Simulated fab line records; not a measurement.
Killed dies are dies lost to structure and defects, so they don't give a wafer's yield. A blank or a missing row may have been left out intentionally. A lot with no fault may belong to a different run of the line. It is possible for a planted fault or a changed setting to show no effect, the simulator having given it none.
Comparing a struck lot with a sound one ; flow sky130 ; 14 out of 708 route steps
Sound: the wafers L385.3, L385.4, L385.6. The struck wafers were L388.2, L388.3, L388.6. The cause is named last.
Per side, at each step with rows, come the tool, then ch with its chambers, and then its first start. Under that, the readings that differ: sound wafers ; struck wafers ; difference of the means ; sigmas: that difference in standard deviations of wafers without a fault.
alike: readings whose means differ by less than 2 such deviations, and words and numbers that are the same on both sides. not compared: withheld readings, readings that some wafer has no value for, bounds like >300 that may hide the same value, and numbers for which the record gives no deviation and whose values overlap.
A row with sigmas, a row that says differs or no value, or rows on one side alone: a step with any of these is where the two part. When numbers do not overlap yet have no deviation, they are printed without sigmas and do not part them. Lack of a reading on every wafer of one side parts them only where that side has two or more wafers.

first, 1 step without rows for these wafers: SKY_CAP2M_DEVELOP_11 (develop time 60 s).
SKY_CAP2M_OVL_MEAS_12:
  sound: overlay-01 at day 40 16:03; struck: overlay-01 at day 41 22:56
  alike: CAP2M_OVL
SKY_CAP2M_METAL_ETCH_13: etches TiN in Cl2/BCl3, stops on SiO2, target depth 220 nm, time 62.9 s.
  sound on rie metal-02 ch 0,1, day 40 16:06; struck on rie metal-01 ch 0, day 41 23:00
  alike: drypump motor current A, oes product au, throttle valve pct
  not compared: rf hours counter h
SKY_CAP2M_STRIP_14: strips in O2/N2.
  sound on plasma asher-04 ch 0,1, day 40 16:11; struck on plasma asher-03 ch 0,1, day 41 23:08
  alike: drypump motor current A, oes product au, strip time to endpoint s
  not compared: rf hours counter h
then, 8 steps without rows for these wafers: SKY_CAP2M_STRIP_15 (strips in post etch residue remover, time 1200 s); SKY_CAP2M_CLEAN_16 (cleans in IPA, time 180 s); SKY_CAP2M_CLEAN_17 (cleans in O3/DIW); SKY_METAL4_DEHYDRATE_05 (time 60 s); SKY_METAL4_HMDS_06 (prime time 60 s); SKY_METAL4_COAT_07 (resist thk 60 nm); SKY_METAL4_COAT_08 (resist thk 1140 nm); SKY_METAL4_SOFTBAKE_09 (time 90 s).
SKY_METAL4_EXPOSE_10: exposes mask MM4, target cd 300 nm.
  struck on krf scanner-01, day 42 11:56; sound on krf scanner-02 ch 0, day 41 05:06
  no value came back on the struck wafers for exposure dose mJ cm2, focus offset nm (nm); on the sound wafers exposure dose mJ cm2 reads 27.93 27.93 27.96
  alike: mask
following that, these wafers have no rows for 1 step: SKY_METAL4_PEB_11.

WHERE THEY PART
Within this record, at SKY_METAL4_EXPOSE_10 only.

WHY: what the simulator had put in
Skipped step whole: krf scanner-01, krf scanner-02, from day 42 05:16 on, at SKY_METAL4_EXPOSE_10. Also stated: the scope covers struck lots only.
